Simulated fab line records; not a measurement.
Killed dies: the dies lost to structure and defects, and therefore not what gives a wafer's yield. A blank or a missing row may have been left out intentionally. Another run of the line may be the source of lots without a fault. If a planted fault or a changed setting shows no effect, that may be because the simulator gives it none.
A struck lot beside a sound one    flow sky130    22 out of 708 route steps
Sound: wafers L578.1, L578.3, L578.4. The struck wafers were L592.2, L592.4, L592.5. The cause is named last.
Order at every step that has rows: each side's tool, ch and its chambers, its first start. Under that, the readings that differ: sound wafers    struck wafers    difference of the means    sigmas: that difference in standard deviations of wafers without a fault.
alike: a reading whose means differ by less than 2 such deviations, as well as words and numbers matching on both sides. not compared: withheld readings; readings where some wafer has no value; bounds like >300 that might hide an equal value; numbers whose values overlap and for which the record gives no deviation.
Wherever a step has rows on one side only, a row that says differs or no value, or a row with sigmas, the two part there. When numbers do not overlap yet have no deviation, they are printed without sigmas and do not part them. Lack of a reading on every wafer of one side parts them only where that side has two or more wafers.

first, 8 steps without rows for these wafers: SKY_DNWELL_DEHYDRATE_00 (time 60 s); SKY_DNWELL_HMDS_01 (prime time 60 s); SKY_DNWELL_COAT_02 (resist thk 3000 nm); SKY_DNWELL_SOFTBAKE_03; SKY_DNWELL_EXPOSE_04 (exposes mask DNM, target cd 3000 nm); SKY_DNWELL_PEB_05; SKY_DNWELL_DEVELOP_06 (develop time 60 s); SKY_DNWELL_IMPLANT_07.
SKY_DNWELL_STRIP_08: strips in O2/N2.
  sound on plasma asher-04 ch 0,1, day 4 09:07; struck on plasma asher-02 ch 0,1, day 7 09:31
  alike: drypump motor current A, o2 flow sccm, oes product au, strip time to endpoint s
  not compared: rf hours counter h
SKY_DNWELL_TW_MEAS_09:
  sound: film metro-03 at day 4 09:13; struck: film metro-04 at day 7 09:38
  alike: DNWELL_TW
then, 2 steps without rows for these wafers: SKY_PWDE_DEHYDRATE_00 (time 60 s); SKY_PWDE_HMDS_01 (prime time 60 s).
SKY_PWDE_COAT_02: resist thk 3000 nm.
  sound on litho track-02 ch 0, day 4 17:29; struck on litho track-04 ch 0, day 7 19:35
reading                                 sound           struck          difference  sigmas
model.coat_of_PWDE_COAT_02.thk nm (nm)  3022 3018 3014  2856 2858 2870  -157        
then, 3 steps without rows for these wafers: SKY_PWDE_SOFTBAKE_03; SKY_PWDE_EXPOSE_04 (exposes mask PWDEM, target cd 840 nm); SKY_PWDE_PEB_05.
SKY_PWDE_DEVELOP_06: develop time 60 s.
  sound: litho track-01 ch 0; struck: litho track-04 ch 0
reading                                 sound           struck          difference  sigmas
model.coat_of_PWDE_COAT_02.thk nm (nm)  3018 3013 3010  2852 2854 2865  -157        
SKY_PWDE_OVL_MEAS_07:
  sound: overlay-02 at day 5 02:15; struck: overlay-01 at day 8 06:10
  alike: PWDE_OVL
next, for these wafers, 1 step has no rows: SKY_PWDE_IMPLANT_08.
SKY_PWDE_STRIP_09: strips in O2/N2.
  sound on plasma asher-04 ch 0,1, day 5 02:26; struck on plasma asher-03 ch 0,1, day 8 06:20
reading                       sound              struck             difference  sigmas
strip time to endpoint s (s)  37.16 37.13 37.09  35.25 35.26 35.41  -1.82       -17
  alike: drypump motor current A, o2 flow sccm, oes product au
  not compared: rf hours counter h
SKY_PWDE_TW_MEAS_10:
  sound: film metro-04 at day 5 02:32; struck: film metro-01 at day 8 06:27
  alike: PWDE_TW
-- the record jumps here: 42 days lie between the struck wafers' starts before and after (it left off in module PWDE and takes up again in module PAD_OPEN, whose first step shown is number 708 of the route) --
SKY_PAD_OPEN_PROBE_99:
  sound: prober-02 at day 47 14:52; struck: prober-02 at day 50 13:31
reading                                    sound              struck           difference  sigmas
model.etest.res_p_drift_20v.width nm (nm)  841.3 842.2 843.8  847.6 848.3 849  +5.9        
  alike: killed_at_M0_to_M3, killed_at_M4_up, killed at contacts, killed at front end, killed at other, killed dies, killed open, killed short

== WHERE THEY PART ==
Only at SKY_PWDE_STRIP_09, as far as this record shows. Later steps at which nothing parts them and some readings are alike: SKY_PWDE_TW_MEAS_10, SKY_PAD_OPEN_PROBE_99.

WHY: whatever the simulator had introduced
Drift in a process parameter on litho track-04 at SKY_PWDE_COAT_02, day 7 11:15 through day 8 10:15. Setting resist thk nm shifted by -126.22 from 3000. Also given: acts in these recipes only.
